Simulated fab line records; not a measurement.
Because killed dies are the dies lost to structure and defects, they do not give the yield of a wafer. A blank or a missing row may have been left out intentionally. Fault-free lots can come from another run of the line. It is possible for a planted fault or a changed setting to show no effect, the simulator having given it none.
Which tool was responsible? + flow sky130 + 12 lots with 36 wafers sampled at 3 steps, on a route of 708 steps

WHAT EACH GAUGE READ, for each wafer
SKY_NWELL_RS_MEAS_29: measurement is done with a four-point probe. Usual: NWELL_RS typically reads 625.2 ohm/sq, with standard deviation 1.7.
| lot  | measured     | on           | NWELL_RS (ohm/sq) | flag |
|------|--------------|--------------|-------------------|------|
| L599 | day 6 07:48  | filmMetro-02 | 626.9 627.3 625.2 |      |
| L600 | day 6 15:16  | filmMetro-03 | 625.3 625.0 625.7 |      |
| L601 | day 6 21:17  | filmMetro-03 | 625.5 625.3 623.8 |      |
| L602 | day 7 02:39  | filmMetro-03 | 624.2 627.6 627.3 |      |
| L603 | day 7 08:10  | filmMetro-03 | 628.1 626.3 624.9 |      |
| L604 | day 7 14:44  | filmMetro-01 | 624.0 624.4 626.2 |      |
| L610 | day 9 02:14  | filmMetro-03 | 603.3 603.1 603.0 | OFF  |
| L611 | day 9 07:15  | filmMetro-02 | 624.4 623.6 623.4 |      |
| L612 | day 9 16:06  | filmMetro-02 | 604.0 604.0 604.2 | OFF  |
| L615 | day 10 09:24 | filmMetro-03 | 620.0 620.7 620.8 |      |
| L617 | day 10 21:01 | filmMetro-01 | 627.3 624.9 625.4 |      |
| L618 | day 10 23:14 | filmMetro-02 | 624.4 626.1 624.1 |      |

SKY_METAL1_CD_MEAS_15: target cd 140 nm. Usual: cdNm reads 140.0 nm (standard deviation 1.6).
| lot  | measured     | on       | cdNm (nm)         | flag |
|------|--------------|----------|-------------------|------|
| L599 | day 34 00:44 | cdSem-02 | 138.5 138.7 138.9 |      |
| L600 | day 34 09:10 | cdSem-01 | 139.3 136.9 138.2 |      |
| L601 | day 34 18:03 | cdSem-02 | 141.4 138.2 141.6 |      |
| L602 | day 35 13:51 | cdSem-01 | 140.5 141.2 141.1 |      |
| L603 | day 35 16:01 | cdSem-02 | 142.7 142.6 141.5 |      |
| L604 | day 35 17:06 | cdSem-02 | 139.6 140.3 139.3 |      |
| L610 | day 37 12:53 | cdSem-02 | 140.7 141.4 139.9 |      |
| L611 | day 37 19:48 | cdSem-01 | 138.0 139.2 138.1 |      |
| L612 | day 38 06:51 | cdSem-02 | 140.7 141.0 140.2 |      |
| L615 | day 38 23:58 | cdSem-02 | 143.1 142.7 144.1 |      |
| L617 | day 39 14:25 | cdSem-01 | 137.4 136.3 136.6 |      |
| L618 | day 39 19:59 | cdSem-02 | 139.3 138.8 139.3 |      |

EACH LOT AND THE TOOL THAT RAN IT (in order: tool; ch and the chambers of the sampled wafers; start)
| lot  | SKY_NWELL_IMPLANT_11            |
|------|---------------------------------|
| L599 | implanter-03 ch 0, day 5 13:01  |
| L600 | implanter-03 ch 0, day 5 19:26  |
| L601 | implanter-02 ch 0, day 6 00:56  |
| L602 | implanter-04 ch 0, day 6 05:43  |
| L603 | implanter-04 ch 0, day 6 11:38  |
| L604 | implanter-03 ch 0, day 6 17:50  |
| L610 | implanter-04 ch 0, day 8 04:14  |
| L611 | implanter-02 ch 0, day 8 09:14  |
| L612 | implanter-04 ch 0, day 8 17:08  |
| L615 | implanter-03 ch 0, day 9 11:31  |
| L617 | implanter-03 ch 0, day 9 23:04  |
| L618 | implanter-03 ch 0, day 10 01:52 |
- SKY_NWELL_IMPLANT_11

WHAT THE TOOLS THEMSELVES READ (means of the sampled wafers that have a number; where no wafer has one, the mark that the record gives instead)
SKY_NWELL_IMPLANT_11. Usual: doseIonsCm2 1.9005e+13, standard deviation 2.3e+10; faradayCurrentUA 107.3, standard deviation 2.3.
| lot  | tool         | doseIonsCm2 | faradayCurrentUA | flag |
|------|--------------|-------------|------------------|------|
| L599 | implanter-03 | 1.8995e+13  | 107.1            |      |
| L600 | implanter-03 | 1.8994e+13  | 108.7            |      |
| L601 | implanter-02 | 1.9044e+13  | 106.8            |      |
| L602 | implanter-04 | 1.9033e+13  | 107.5            |      |
| L603 | implanter-04 | 1.8992e+13  | 106.7            |      |
| L604 | implanter-03 | 1.9010e+13  | 106.6            |      |
| L610 | implanter-04 | 2.0245e+13  | 113.9            | OFF  |
| L611 | implanter-02 | 1.8991e+13  | 107.7            |      |
| L612 | implanter-04 | 2.0272e+13  | 114.2            | OFF  |
| L615 | implanter-03 | 1.8984e+13  | 107.0            |      |
| L617 | implanter-03 | 1.9000e+13  | 105.3            |      |
| L618 | implanter-03 | 1.9027e+13  | 107.8            |      |

THE ANSWER, worked out from the rows above alone
Rule: lot off if the mean of its wafers having a number is beyond 3 standard deviations from the usual mean. A lot without any number at a reading at which 4 lots or more have one is off too. Where the step has rows for the other lots, those lots are counted as sound. The gauges are gone through in route order, then the tools' own readings, and for those a lot's mean is taken as printed above. At the first step where some lot is off, the reading lying furthest off is the one used; lots without a number count as furthest.
Off: at SKY_NWELL_RS_MEAS_29 (NWELL_RS), L610, L612.
If a tool, at a process step before that reading, ran all the lots that are off and no sound lot after the first of them, it fits. Not tried: the gauges at SKY_NWELL_RS_MEAS_29; whatever is off there is also off at SKY_NWELL_IMPLANT_11, on other tools, and gauge error can't account for it. One fits: implanter-04 at SKY_NWELL_IMPLANT_11. A fault onset in the window from L603 (day 6 11:38, its last sound lot) to L610 (day 8 04:14, its first lot off) fits.
The tool's own readings at SKY_NWELL_IMPLANT_11 bear it out: on the lots that are off they differ by more than 5 times the standard deviation of the sound lots' means. doseIonsCm2 reads 2.0258e+13 there against 1.9007e+13 on the sound lots; faradayCurrentUA reads 114.1 there against 107.1 on the sound lots.

WHAT HAD BEEN PUT IN BY THE SIMULATOR
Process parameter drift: implanter-04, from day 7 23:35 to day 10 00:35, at SKY_NWELL_IMPLANT_11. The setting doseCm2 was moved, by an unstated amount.
Lots struck among those shown: L610, L612. The rule above reached the same finding.
